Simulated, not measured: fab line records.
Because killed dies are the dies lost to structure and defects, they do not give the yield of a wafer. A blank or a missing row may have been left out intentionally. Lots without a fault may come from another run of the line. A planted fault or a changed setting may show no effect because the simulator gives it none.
A lot that was struck, set against a sound lot -- flow sky130 -- 28 out of 708 route steps
Sound: these wafers, L824.1, L824.2, L824.5. Wafers struck: L835.2, L835.3, L835.4. The cause comes at the end.
At each step with rows: each side's tool, then ch and its chambers, then its first start. Under that, the readings that differ: sound wafers -- struck wafers -- difference of the means -- sigmas: that difference in standard deviations of wafers without a fault.
alike: words and numbers the same on both sides, and readings whose means are apart by under 2 such deviations; not compared: readings that were withheld, readings missing a value for some wafer, numbers with overlapping values and no deviation given by the record, and bounds like >300 which may hide the same value.
A row with sigmas, a row that says differs or no value, or rows on one side alone: a step with any of these is where the two part. Numbers that have no deviation but don't overlap get no sigmas and don't part them. A reading that every wafer of one side lacks parts them only if that side has two wafers or more.

first, 3 steps without rows for these wafers: SKY_VIA4_STRIP_14 (strips in post etch residue remover, time 1200 s); SKY_VIA4_CLEAN_15 (cleans in IPA, time 180 s); SKY_VIA4_CLEAN_16 (cleans in O3/DIW).
SKY_VIA4_SPUTTER_17: material TiN, target thk 20 nm, time 80 s.
  sound on pvdSputter-01, day 45 15:10; struck on pvdSputter-02, day 48 02:31
  alike: cathodeDcPowerW, throttleValvePct
then, 1 step without rows for these wafers: SKY_VIA4_CVD_18 (deposits W, target thk 505 nm, time 152.14 s).
SKY_VIA4_RS_MEAS_19: measurement is done with a four-point probe.
  sound on filmMetro-03, day 45 15:23; struck on filmMetro-03, day 48 02:45
  alike: VIA4_W_RS
SKY_VIA4_THK_MEAS_20: measures by xrf.
  sound on filmMetro-03, day 45 15:30; struck on filmMetro-03, day 48 02:52
  alike: VIA4_W_THK
SKY_VIA4_CMP_21: polishes, stops on SiO2, t overpolish 25 s, target thk 0 nm.
  sound on cmp-01 ch 0,1,2, day 45 15:37; struck on cmp-01 ch 0,1,2, day 48 02:55
  alike: motorCurrentA, overpolishRunS, platenRpm, timeToEndpointS
then, 3 steps without rows for these wafers: SKY_METAL5_SPUTTER_00 (material Ti, target thk 15 nm, time 10 s); SKY_METAL5_SPUTTER_01 (material TiN, target thk 20 nm, time 16.7 s); SKY_METAL5_SPUTTER_02 (material AlCu, target thk 1150 nm, time 61.2 s).
SKY_METAL5_SPUTTER_03: material Ti, target thk 5 nm, time 3.3 s.
  sound on pvdSputter-03, day 45 15:58; struck on pvdSputter-04, day 48 03:19
  alike: cathodeDcPowerW, throttleValvePct
SKY_METAL5_SPUTTER_04: material TiN, target thk 70 nm, time 58.3 s.
  sound on pvdSputter-03, day 45 15:59; struck on pvdSputter-04, day 48 03:19
reading,sound,struck,difference,sigmas
cathodeDcPowerW (W),6499.2 6502.8 6498.6,6794.1 6796.6 6795.3,+295.1,+99 or more
model.TiN_of_METAL5_SPUTTER_04.thkNm (nm),68.28 70.04 69.95,71.99 73.71 73.67,+3.70,
  alike: throttleValvePct
SKY_METAL5_RS_MEAS_05: measurement is done with a four-point probe.
  sound on filmMetro-01, day 45 16:02; struck on filmMetro-01, day 48 03:23
reading,sound,struck,difference,sigmas
METAL5_ALCU_RS (ohm/sq),0.0275 0.0280 0.0280,0.0270 0.0266 0.0267,-0.0011,-2
SKY_METAL5_THK_MEAS_06: measures by xrf.
  sound on filmMetro-01, day 45 16:09; struck on filmMetro-01, day 48 03:30
  alike: METAL5_ALCU_THK
then, 8 steps without rows for these wafers: SKY_METAL5_DEHYDRATE_07 (time 60 s); SKY_METAL5_HMDS_08 (prime time 60 s); SKY_METAL5_COAT_09 (resist thk 1800 nm); SKY_METAL5_SOFTBAKE_10 (time 60 s); SKY_METAL5_EXPOSE_11 (exposes mask MM5, target cd 1600 nm); SKY_METAL5_PEB_12; SKY_METAL5_DEVELOP_13 (develop time 60 s); SKY_METAL5_DESCUM_14 (chemistry O2, time 11 s).
SKY_METAL5_METAL_ETCH_15: etches the open film in Cl2/BCl3, stops on SiO2, target depth 1260 nm, time 252 s.
  sound on rieMetal-03 ch 0,1, day 46 12:37; struck on rieMetal-02 ch 0,1, day 48 21:52
  alike: drypumpMotorCurrentA, oesProductAu, throttleValvePct
  not compared: rfHoursCounterH
SKY_METAL5_STRIP_16: strips in O2/N2.
  sound on plasmaAsher-01 ch 0,1, day 46 12:51; struck on plasmaAsher-01 ch 0,1, day 48 22:06
  alike: drypumpMotorCurrentA, oesProductAu, stripTimeToEndpointS
  not compared: rfHoursCounterH
SKY_METAL5_STRIP_17: strips in post etch residue remover, time 1200 s.
  sound on wetBench-02 ch 2, day 46 12:57; struck on wetBench-01 ch 0, day 48 22:12
reading,sound,struck,difference,sigmas
model.TiN_of_METAL5_SPUTTER_04.thkNm (nm),67.86 69.61 69.53,71.56 73.29 73.25,+3.70,
  alike: tempC
then, 1 step without rows for these wafers: SKY_METAL5_CLEAN_18 (cleans in IPA, time 180 s).
SKY_PAD_OPEN_PROBE_99:
  sound wafers here have rows in the record (prober-02, day 48 08:02); struck ones have none

## WHERE THEY PART
Earliest at SKY_METAL5_SPUTTER_04; latest, in this record, at SKY_PAD_OPEN_PROBE_99.

WHY: what the simulator had put in
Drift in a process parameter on pvdSputter-04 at SKY_METAL5_SPUTTER_04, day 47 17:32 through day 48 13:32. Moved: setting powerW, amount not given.
